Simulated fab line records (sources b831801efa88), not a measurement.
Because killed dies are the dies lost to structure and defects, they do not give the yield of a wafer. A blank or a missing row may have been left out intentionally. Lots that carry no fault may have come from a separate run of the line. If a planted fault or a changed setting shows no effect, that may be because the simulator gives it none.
Struck lot and sound lot, side by side -- flow sfqLine -- 14 steps out of a route of 325
Sound: the wafers L443.1, L443.3, L443.6. Struck: wafer L450.6 (left out: L450.3, L450.5 of the same lot, which were not struck); the cause appears at the end.
Each step with rows lists, per side, the tool, then ch with its chambers, then its first start. Under that, the readings that differ: sound wafers -- struck wafers -- difference of the means -- sigmas: that difference in standard deviations of wafers without a fault.
alike: words and numbers the same on both sides, and readings whose means are apart by under 2 such deviations; not compared: readings that were withheld, readings missing a value for some wafer, numbers with overlapping values and no deviation given by the record, and bounds like >300 which may hide the same value.
Wherever a step has rows on one side only, a row that says differs or no value, or a row with sigmas, the two part there. Numbers that have no deviation but don't overlap get no sigmas and don't part them. A reading that every wafer of one side lacks parts them only if that side has two wafers or more.

SFQ_INCOMING_BOW_MEAS_900:
  struck on filmMetro-02, day 3 12:02; sound on filmMetro-04, day 2 01:00
  alike: INCOMING_BOW
then, 1 step without rows for these wafers: SFQ_TRILAYER_INCOMING_OXIDATION_002 (target thk 500 nm, ox time 4939 s).
SFQ_TRILAYER_L0_DEP_SPUTTER_003: material MoNx KI, target thk 40 nm, time 100 s.
  struck on pvdSputter-06, day 3 14:29; sound on pvdSputter-06, day 2 03:29
  alike: throttleValvePct
SFQ_L0_RS_MEAS_901: uses a four-point probe to measure.
  struck on filmMetro-01, day 3 14:36; sound on filmMetro-03, day 2 03:34
  alike: L0_MONX_KI_RS
SFQ_L0_THK_MEAS_902: measures by xrf.
  struck on filmMetro-01, day 3 14:42; sound on filmMetro-03, day 2 03:41
  alike: L0_MONX_KI_THK
then, 6 steps without rows for these wafers: SFQ_TRILAYER_L0_LITHO_COAT_010 (resist thk 62 nm); SFQ_TRILAYER_L0_LITHO_COAT_005 (resist thk 600 nm); SFQ_TRILAYER_L0_LITHO_SOFTBAKE_009; SFQ_TRILAYER_L0_LITHO_EXPOSE_006 (exposes mask L0, target cd 2000 nm); SFQ_TRILAYER_L0_LITHO_PEB_008 (peb time 60 s); SFQ_TRILAYER_L0_LITHO_DEVELOP_007 (time 60 s).
-- the record jumps here: 3 days lie between the struck wafers' starts before and after --
SFQ_TRILAYER_L0_BARC_OPEN_METAL_ETCH_010: etches BARC in O2, target depth 125 nm, time 41.7 s.
  sound on rieMetal-01 ch 0,1, day 5 05:48; struck on rieMetal-04 ch 1, day 6 23:56
reading,sound,struck,difference,sigmas
drypumpMotorCurrentA (A),6.3 5.3 6.3,4.7,-1.3,-2
model.KrF_of_TRILAYER_L0_LITHO_COAT_005.thkNm (nm),523.8 528 525.7,540.6,+14.8,
  alike: oesProductAu
  not compared: rfHoursCounterH
SFQ_TRILAYER_L0_ETCH_METAL_ETCH_008: etches MoNx KI in SF6/O2, stops on SiO2, target depth 50 nm, time 25 s.
  sound on rieMetal-01 ch 0,1, day 5 05:53; struck on rieMetal-04 ch 1, day 7 00:00
reading,sound,struck,difference,sigmas
drypumpMotorCurrentA (A),6.3 5.3 6.3,4.7,-1.3,-2
model.KrF_of_TRILAYER_L0_LITHO_COAT_005.thkNm (nm),482.3 486.7 484.2,499.1,+14.7,
  alike: oesProductAu
  not compared: rfHoursCounterH
SFQ_TRILAYER_L0_STRIP_STRIP_009: strips in O2.
  sound on rieMetal-01 ch 0,1, day 5 05:56; struck on rieMetal-04 ch 1, day 7 00:14
reading,sound,struck,difference,sigmas
drypumpMotorCurrentA (A),6.3 5.3 6.3,4.7,-1.3,-2
  alike: oesProductAu
  not compared: rfHoursCounterH

## WHERE THEY PART
First at SFQ_TRILAYER_L0_BARC_OPEN_METAL_ETCH_010; last, within this record, at SFQ_TRILAYER_L0_STRIP_STRIP_009.

WHY: the cause the simulator had injected
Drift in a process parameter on rieMetal-04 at SFQ_TRILAYER_L0_BARC_OPEN_METAL_ETCH_010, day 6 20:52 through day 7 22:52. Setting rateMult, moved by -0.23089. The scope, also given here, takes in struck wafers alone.
